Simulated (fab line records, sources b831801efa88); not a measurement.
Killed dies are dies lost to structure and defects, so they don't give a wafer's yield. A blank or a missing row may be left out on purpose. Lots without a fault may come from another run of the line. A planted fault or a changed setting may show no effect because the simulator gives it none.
Which tool did it? | flow gf180mcu | 13 lots, 39 wafers sampled, at 5 steps of a route of 602

WHAT THE GAUGES READ, wafer by wafer
GF_V3_OVL_MEAS_15. Usual: V3_OVL 3 nm, standard deviation 5.2.
lot  | measured     | on         | V3_OVL (nm) | flag
L467 | day 22 18:49 | overlay-02 | 11 14 3     |
L468 | day 23 04:01 | overlay-01 | 3 6 -3      |
L469 | day 23 10:46 | overlay-02 | -5 -1 -2    |
L470 | day 23 19:40 | overlay-02 | -2 4 -1     |
L476 | day 26 00:04 | overlay-01 | -7 9 5      |
L479 | day 26 22:09 | overlay-02 | 9 6 4       |
L480 | day 27 01:31 | overlay-01 | 9 3 5       |
L481 | day 27 13:52 | overlay-02 | -4 -1 0     |
L482 | day 27 16:58 | overlay-01 | -1 2 2      |
L483 | day 28 00:00 | overlay-02 | 2 14 3      |
L484 | day 28 09:57 | overlay-02 | 14 7 5      |
L487 | day 29 05:30 | overlay-01 | -1 5 8      |
L489 | day 29 18:55 | overlay-02 | -1 -2 6     |

GF_M4_THK_MEAS_06: measures by xrf. Usual: M4_ALCU_THK 440 nm, standard deviation 4.8.
lot  | measured     | on            | M4_ALCU_THK (nm) | flag
L467 | day 22 20:53 | film_metro-02 | 440 441 437      |
L468 | day 23 05:44 | film_metro-01 | 438 440 436      |
L469 | day 23 12:32 | film_metro-04 | 441 434 440      |
L470 | day 23 21:39 | film_metro-04 | 441 440 438      |
L476 | day 26 01:49 | film_metro-04 | 435 436 434      |
L479 | day 26 23:53 | film_metro-01 | 410 410 408      | OFF
L480 | day 27 03:17 | film_metro-04 | 449 446 447      |
L481 | day 27 15:35 | film_metro-01 | 419 418 418      | OFF
L482 | day 27 18:43 | film_metro-04 | 439 439 442      |
L483 | day 28 01:44 | film_metro-02 | 446 444 444      |
L484 | day 28 11:41 | film_metro-01 | 416 417 414      | OFF
L487 | day 29 07:14 | film_metro-04 | 441 445 444      |
L489 | day 29 20:38 | film_metro-04 | 439 439 437      |

WHICH TOOL RAN EACH LOT (tool, then ch and the chambers of the sampled wafers, then the start)
lot  | GF_M3_SPUTTER_01             | GF_M4_SPUTTER_00             | GF_M4_SPUTTER_04
L467 | pvd_sputter-03, day 20 17:54 | pvd_sputter-02, day 22 20:32 | pvd_sputter-02, day 22 20:43
L468 | pvd_sputter-01, day 21 03:36 | pvd_sputter-01, day 23 05:24 | pvd_sputter-01, day 23 05:35
L469 | pvd_sputter-03, day 21 10:34 | pvd_sputter-03, day 23 12:11 | pvd_sputter-03, day 23 12:22
L470 | pvd_sputter-04, day 21 20:11 | pvd_sputter-03, day 23 21:19 | pvd_sputter-03, day 23 21:29
L476 | pvd_sputter-01, day 24 03:20 | pvd_sputter-02, day 26 01:28 | pvd_sputter-02, day 26 01:39
L479 | pvd_sputter-01, day 25 03:14 | pvd_sputter-02, day 26 23:32 | pvd_sputter-02, day 26 23:44
L480 | pvd_sputter-01, day 25 06:19 | pvd_sputter-01, day 27 02:54 | pvd_sputter-01, day 27 03:06
L481 | pvd_sputter-01, day 25 18:51 | pvd_sputter-02, day 27 15:15 | pvd_sputter-02, day 27 15:26
L482 | pvd_sputter-01, day 25 22:42 | pvd_sputter-01, day 27 18:23 | pvd_sputter-01, day 27 18:34
L483 | pvd_sputter-04, day 26 06:30 | pvd_sputter-01, day 28 01:23 | pvd_sputter-01, day 28 01:34
L484 | pvd_sputter-03, day 26 16:30 | pvd_sputter-02, day 28 11:20 | pvd_sputter-02, day 28 11:31
L487 | pvd_sputter-03, day 27 13:10 | pvd_sputter-01, day 29 06:53 | pvd_sputter-01, day 29 07:04
L489 | pvd_sputter-03, day 28 02:57 | pvd_sputter-01, day 29 20:18 | pvd_sputter-01, day 29 20:29
- GF_M3_SPUTTER_01: material TiN, target thk 30 nm, time 25 s.
- GF_M4_SPUTTER_00: material Ti, target thk 37.5 nm, time 150 s.
- GF_M4_SPUTTER_04: material TiN, target thk 50 nm, time 41.7 s.

WHAT THE TOOLS THEMSELVES READ (means of the sampled wafers that have a number; where no wafer has one, the mark that the record gives instead)
GF_M3_SPUTTER_01. Usual: throttle_valve_pct 30.1 %, standard deviation 0.76.
lot  | tool           | throttle_valve_pct (%) | flag
L467 | pvd_sputter-03 | 30.4                   |
L468 | pvd_sputter-01 | 29.7                   |
L469 | pvd_sputter-03 | 29.8                   |
L470 | pvd_sputter-04 | 29.8                   |
L476 | pvd_sputter-01 | 29.8                   |
L479 | pvd_sputter-01 | 29.8                   |
L480 | pvd_sputter-01 | 29.7                   |
L481 | pvd_sputter-01 | 29.8                   |
L482 | pvd_sputter-01 | 29.9                   |
L483 | pvd_sputter-04 | 30.5                   |
L484 | pvd_sputter-03 | 30.0                   |
L487 | pvd_sputter-03 | 31.4                   |
L489 | pvd_sputter-03 | 30.4                   |

GF_M4_SPUTTER_00. Usual: throttle_valve_pct 30.4 %, standard deviation 0.66.
lot  | tool           | throttle_valve_pct (%) | flag
L467 | pvd_sputter-02 | 30.7                   |
L468 | pvd_sputter-01 | 30.2                   |
L469 | pvd_sputter-03 | 31.2                   |
L470 | pvd_sputter-03 | 31.2                   |
L476 | pvd_sputter-02 | 30.7                   |
L479 | pvd_sputter-02 | 30.7                   |
L480 | pvd_sputter-01 | 29.8                   |
L481 | pvd_sputter-02 | 30.5                   |
L482 | pvd_sputter-01 | 30.1                   |
L483 | pvd_sputter-01 | 30.0                   |
L484 | pvd_sputter-02 | 30.6                   |
L487 | pvd_sputter-01 | 29.6                   |
L489 | pvd_sputter-01 | 29.7                   |

GF_M4_SPUTTER_04. Usual: throttle_valve_pct 30.4 %, standard deviation 0.67.
lot  | tool           | throttle_valve_pct (%) | flag
L467 | pvd_sputter-02 | 30.6                   |
L468 | pvd_sputter-01 | 30.2                   |
L469 | pvd_sputter-03 | 31.0                   |
L470 | pvd_sputter-03 | 31.1                   |
L476 | pvd_sputter-02 | 31.0                   |
L479 | pvd_sputter-02 | 30.6                   |
L480 | pvd_sputter-01 | 29.8                   |
L481 | pvd_sputter-02 | 30.6                   |
L482 | pvd_sputter-01 | 29.7                   |
L483 | pvd_sputter-01 | 30.1                   |
L484 | pvd_sputter-02 | 30.5                   |
L487 | pvd_sputter-01 | 29.6                   |
L489 | pvd_sputter-01 | 29.7                   |

THE ANSWER, worked out from the rows above alone
Rule: a lot is off if the mean of its wafers that have a number lies more than 3 standard deviations from the usual mean. A lot without any number at a reading at which 4 lots or more have one is off too. The other lots that the step has rows for count as sound. The gauges are gone through in route order, then the tools' own readings, and for those a lot's mean is taken as printed above. The first step at which some lot is off is used, and at that step the reading that is off furthest; a lot without a number counts as furthest.
Off: L479, L481, L484, at GF_M4_THK_MEAS_06 (M4_ALCU_THK).
A tool fits if, at a process step before that reading, it ran every lot that is off, and no sound lot after the first of them. The gauges at GF_M4_THK_MEAS_06 are tried like those tools. Can't be told from this: 2 tools fit, pvd_sputter-02 at GF_M4_SPUTTER_00 and GF_M4_SPUTTER_04, film_metro-01 at GF_M4_THK_MEAS_06.

WHAT THE SIMULATOR HAD PUT IN
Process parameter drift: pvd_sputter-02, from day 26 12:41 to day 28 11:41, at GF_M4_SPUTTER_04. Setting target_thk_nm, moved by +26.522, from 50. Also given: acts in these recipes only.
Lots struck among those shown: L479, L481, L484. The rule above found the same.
